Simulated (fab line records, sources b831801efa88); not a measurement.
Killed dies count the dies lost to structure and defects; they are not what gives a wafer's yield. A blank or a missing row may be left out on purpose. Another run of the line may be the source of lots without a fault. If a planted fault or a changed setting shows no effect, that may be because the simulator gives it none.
What tool caused it? / flow sky130 / 12 lots with 36 wafers sampled at 5 steps, on a route of 708 steps

WHAT THE GAUGES SHOWED, per wafer
SKY_VIA3_THK_MEAS_01.
lot=L619; measured=day 38 23:04; on=film_metro-02; VIA3_HDPCVD_THK (nm)=1616 1627 1607
lot=L620; measured=day 39 04:26; on=film_metro-04; VIA3_HDPCVD_THK (nm)=1632 1638 1617
lot=L621; measured=day 39 20:31; on=film_metro-04; VIA3_HDPCVD_THK (nm)=1630 1622 1624
lot=L622; measured=day 40 00:04; on=film_metro-03; VIA3_HDPCVD_THK (nm)=1600 1590 1610
lot=L629; measured=day 42 02:23; on=film_metro-04; VIA3_HDPCVD_THK (nm)=1617 1641 1636
lot=L630; measured=day 42 11:50; on=film_metro-04; VIA3_HDPCVD_THK (nm)=1336 1635 1642
lot=L632; measured=day 42 15:37; on=film_metro-03; VIA3_HDPCVD_THK (nm)=1632 1637 1312
lot=L634; measured=day 43 02:06; on=film_metro-04; VIA3_HDPCVD_THK (nm)=1637 1629 1613
lot=L635; measured=day 43 10:12; on=film_metro-04; VIA3_HDPCVD_THK (nm)=1611 1578 1600
lot=L636; measured=day 43 19:13; on=film_metro-03; VIA3_HDPCVD_THK (nm)=1619 1627 1597
lot=L637; measured=day 43 22:46; on=film_metro-04; VIA3_HDPCVD_THK (nm)=1638 1589 1647
lot=L641; measured=day 44 22:14; on=film_metro-02; VIA3_HDPCVD_THK (nm)=1620 1599 1603

EACH LOT AND THE TOOL THAT RAN IT (in order: tool; ch and the chambers of the sampled wafers; start)
lot=L619; SKY_VIA2_SPUTTER_20=pvd_sputter-03, day 36 16:04; SKY_METAL3_SPUTTER_03=pvd_sputter-03, day 36 16:49; SKY_CAPM_CVD_00=pecvd-04 ch 0,1,2, day 36 16:53; SKY_VIA3_HDPCVD_00=hdpcvd-01 ch 0,1,2, day 38 22:53
lot=L620; SKY_VIA2_SPUTTER_20=pvd_sputter-02, day 36 22:15; SKY_METAL3_SPUTTER_03=pvd_sputter-04, day 36 23:01; SKY_CAPM_CVD_00=pecvd-02 ch 0,1,2, day 36 23:05; SKY_VIA3_HDPCVD_00=hdpcvd-02 ch 0,1,2, day 39 04:16
lot=L621; SKY_VIA2_SPUTTER_20=pvd_sputter-03, day 37 15:10; SKY_METAL3_SPUTTER_03=pvd_sputter-04, day 37 15:55; SKY_CAPM_CVD_00=pecvd-01 ch 1,2, day 37 15:59; SKY_VIA3_HDPCVD_00=hdpcvd-01 ch 0,1,2, day 39 20:21
lot=L622; SKY_VIA2_SPUTTER_20=pvd_sputter-03, day 37 17:38; SKY_METAL3_SPUTTER_03=pvd_sputter-03, day 37 18:23; SKY_CAPM_CVD_00=pecvd-02 ch 0,1,2, day 37 18:28; SKY_VIA3_HDPCVD_00=hdpcvd-02 ch 0,1, day 39 23:55
lot=L629; SKY_VIA2_SPUTTER_20=pvd_sputter-04, day 39 23:42; SKY_METAL3_SPUTTER_03=pvd_sputter-03, day 40 00:27; SKY_CAPM_CVD_00=pecvd-02 ch 0,1,2, day 40 00:31; SKY_VIA3_HDPCVD_00=hdpcvd-01 ch 1,2, day 42 02:13
lot=L630; SKY_VIA2_SPUTTER_20=pvd_sputter-03, day 40 08:43; SKY_METAL3_SPUTTER_03=pvd_sputter-04, day 40 09:28; SKY_CAPM_CVD_00=pecvd-04 ch 0,1,2, day 40 09:32; SKY_VIA3_HDPCVD_00=hdpcvd-01 ch 0,1,2, day 42 11:40
lot=L632; SKY_VIA2_SPUTTER_20=pvd_sputter-04, day 40 13:32; SKY_METAL3_SPUTTER_03=pvd_sputter-01, day 40 14:18; SKY_CAPM_CVD_00=pecvd-01 ch 0,2, day 40 14:22; SKY_VIA3_HDPCVD_00=hdpcvd-01 ch 0,1, day 42 15:25
lot=L634; SKY_VIA2_SPUTTER_20=pvd_sputter-03, day 41 00:15; SKY_METAL3_SPUTTER_03=pvd_sputter-04, day 41 01:08; SKY_CAPM_CVD_00=pecvd-04 ch 0,2, day 41 01:13; SKY_VIA3_HDPCVD_00=hdpcvd-02 ch 1,2, day 43 01:56
lot=L635; SKY_VIA2_SPUTTER_20=pvd_sputter-02, day 41 08:05; SKY_METAL3_SPUTTER_03=pvd_sputter-03, day 41 09:16; SKY_CAPM_CVD_00=pecvd-01 ch 0,1,2, day 41 09:20; SKY_VIA3_HDPCVD_00=hdpcvd-02 ch 0,2, day 43 10:01
lot=L636; SKY_VIA2_SPUTTER_20=pvd_sputter-03, day 41 17:43; SKY_METAL3_SPUTTER_03=pvd_sputter-04, day 41 18:28; SKY_CAPM_CVD_00=pecvd-02 ch 0,2, day 41 18:32; SKY_VIA3_HDPCVD_00=hdpcvd-02 ch 1,2, day 43 19:02
lot=L637; SKY_VIA2_SPUTTER_20=pvd_sputter-04, day 41 20:33; SKY_METAL3_SPUTTER_03=pvd_sputter-03, day 41 21:18; SKY_CAPM_CVD_00=pecvd-04 ch 0,1, day 41 21:22; SKY_VIA3_HDPCVD_00=hdpcvd-02 ch 1,2, day 43 22:35
lot=L641; SKY_VIA2_SPUTTER_20=pvd_sputter-04, day 42 23:03; SKY_METAL3_SPUTTER_03=pvd_sputter-04, day 42 23:49; SKY_CAPM_CVD_00=pecvd-01 ch 0,1,2, day 42 23:53; SKY_VIA3_HDPCVD_00=hdpcvd-02 ch 0,1,2, day 44 22:04
- SKY_VIA2_SPUTTER_20: material TiN, target thk 20 nm, time 80 s.
- SKY_METAL3_SPUTTER_03: material Ti, target thk 5 nm, time 3.3 s.
- SKY_CAPM_CVD_00: deposits SiO2, target thk 15.5 nm.
- SKY_VIA3_HDPCVD_00: deposits SiO2, target thk 1635 nm, time 272.5 s.

AS READ BY THE TOOLS THEMSELVES (means over the sampled wafers that have a number; for cases with no such wafer, the mark the record gives instead)
SKY_VIA2_SPUTTER_20.
lot=L619; tool=pvd_sputter-03; throttle_valve_pct (%)=28.6
lot=L620; tool=pvd_sputter-02; throttle_valve_pct (%)=30.2
lot=L621; tool=pvd_sputter-03; throttle_valve_pct (%)=29.4
lot=L622; tool=pvd_sputter-03; throttle_valve_pct (%)=29.1
lot=L629; tool=pvd_sputter-04; throttle_valve_pct (%)=30.2
lot=L630; tool=pvd_sputter-03; throttle_valve_pct (%)=28.7
lot=L632; tool=pvd_sputter-04; throttle_valve_pct (%)=30.3
lot=L634; tool=pvd_sputter-03; throttle_valve_pct (%)=28.3
lot=L635; tool=pvd_sputter-02; throttle_valve_pct (%)=29.7
lot=L636; tool=pvd_sputter-03; throttle_valve_pct (%)=28.5
lot=L637; tool=pvd_sputter-04; throttle_valve_pct (%)=29.9
lot=L641; tool=pvd_sputter-04; throttle_valve_pct (%)=30.3

SKY_METAL3_SPUTTER_03.
lot=L619; tool=pvd_sputter-03; throttle_valve_pct (%)=28.6
lot=L620; tool=pvd_sputter-04; throttle_valve_pct (%)=30.3
lot=L621; tool=pvd_sputter-04; throttle_valve_pct (%)=29.6
lot=L622; tool=pvd_sputter-03; throttle_valve_pct (%)=29.5
lot=L629; tool=pvd_sputter-03; throttle_valve_pct (%)=29.2
lot=L630; tool=pvd_sputter-04; throttle_valve_pct (%)=30.3
lot=L632; tool=pvd_sputter-01; throttle_valve_pct (%)=31.7
lot=L634; tool=pvd_sputter-04; throttle_valve_pct (%)=30.6
lot=L635; tool=pvd_sputter-03; throttle_valve_pct (%)=29.1
lot=L636; tool=pvd_sputter-04; throttle_valve_pct (%)=29.7
lot=L637; tool=pvd_sputter-03; throttle_valve_pct (%)=28.5
lot=L641; tool=pvd_sputter-04; throttle_valve_pct (%)=30.2

SKY_CAPM_CVD_00.
lot=L619; tool=pecvd-04; heater_power_w (W)=762
lot=L620; tool=pecvd-02; heater_power_w (W)=617
lot=L621; tool=pecvd-01; heater_power_w (W)=737
lot=L622; tool=pecvd-02; heater_power_w (W)=642
lot=L629; tool=pecvd-02; heater_power_w (W)=650
lot=L630; tool=pecvd-04; heater_power_w (W)=740
lot=L632; tool=pecvd-01; heater_power_w (W)=632
lot=L634; tool=pecvd-04; heater_power_w (W)=758
lot=L635; tool=pecvd-01; heater_power_w (W)=675
lot=L636; tool=pecvd-02; heater_power_w (W)=632
lot=L637; tool=pecvd-04; heater_power_w (W)=673
lot=L641; tool=pecvd-01; heater_power_w (W)=721

SKY_VIA3_HDPCVD_00.
lot=L619; tool=hdpcvd-01; pressure_mtorr (mTorr)=6.005; run_length_s (s)=300.5; sih4_flow_sccm (sccm)=60.15
lot=L620; tool=hdpcvd-02; pressure_mtorr (mTorr)=6.013; run_length_s (s)=300.0; sih4_flow_sccm (sccm)=60.11
lot=L621; tool=hdpcvd-01; pressure_mtorr (mTorr)=6.007; run_length_s (s)=300.4; sih4_flow_sccm (sccm)=59.95
lot=L622; tool=hdpcvd-02; pressure_mtorr (mTorr)=5.999; run_length_s (s)=300.3; sih4_flow_sccm (sccm)=60.01
lot=L629; tool=hdpcvd-01; pressure_mtorr (mTorr)=6.020; run_length_s (s)=300.5; sih4_flow_sccm (sccm)=59.90
lot=L630; tool=hdpcvd-01; pressure_mtorr (mTorr)=6.006; run_length_s (s)=282.3; sih4_flow_sccm (sccm)=59.93
lot=L632; tool=hdpcvd-01; pressure_mtorr (mTorr)=6.001; run_length_s (s)=282.6; sih4_flow_sccm (sccm)=59.89
lot=L634; tool=hdpcvd-02; pressure_mtorr (mTorr)=5.988; run_length_s (s)=299.6; sih4_flow_sccm (sccm)=59.91
lot=L635; tool=hdpcvd-02; pressure_mtorr (mTorr)=6.011; run_length_s (s)=299.6; sih4_flow_sccm (sccm)=59.98
lot=L636; tool=hdpcvd-02; pressure_mtorr (mTorr)=5.995; run_length_s (s)=299.7; sih4_flow_sccm (sccm)=60.07
lot=L637; tool=hdpcvd-02; pressure_mtorr (mTorr)=6.011; run_length_s (s)=299.8; sih4_flow_sccm (sccm)=60.07
lot=L641; tool=hdpcvd-02; pressure_mtorr (mTorr)=6.000; run_length_s (s)=299.9; sih4_flow_sccm (sccm)=59.72

THE ANSWER, worked out from the rows above alone
Rule: the lots themselves supply what counts as usual. The widest of any qualifying gaps counts: lots, ordered by their means at a reading, are off when they make up no more than a third of the lots, leave a main group of 4 or more, and stand apart from it by 3 or more times the standard deviation of that group's means. The tables above print the reading to a certain number of digits; a main group whose means all agree to those digits is not used. Also off: a lot with no number at a reading for which 4 or more lots have one. The other lots that the step has rows for count as sound. First the gauges in route order, then the tools' own readings, where a lot's mean is used as printed above. At the first step where some lot is off, the reading lying furthest off is the one used; lots without a number count as furthest.
Off: L630, L632, at SKY_VIA3_THK_MEAS_01 (VIA3_HDPCVD_THK). The main group: mean 1617 nm, standard deviation 12.
If a tool, at a process step before that reading, ran all the lots that are off and no sound lot after the first of them, it fits. The gauges at SKY_VIA3_THK_MEAS_01 aren't tried: what is off there is off at SKY_VIA3_HDPCVD_00 too, on other tools, and a gauge's error can't cause that. One fits: SKY_VIA3_HDPCVD_00 on hdpcvd-01. Its last sound lot is L629 (day 42 02:13), its first lot that is off L630 (day 42 11:40): a fault that began between those two fits.
On the lots that are off, the tool's own readings at SKY_VIA3_HDPCVD_00 differ by more than 5 times the standard deviation of the sound lots' means, which bears it out; run_length_s reads 282.5 s there versus 300.0 s on the sound lots.

WHAT THE SIMULATOR HAD PUT IN
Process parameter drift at SKY_VIA3_HDPCVD_00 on hdpcvd-01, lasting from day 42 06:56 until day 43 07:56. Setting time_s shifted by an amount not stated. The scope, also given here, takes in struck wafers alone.
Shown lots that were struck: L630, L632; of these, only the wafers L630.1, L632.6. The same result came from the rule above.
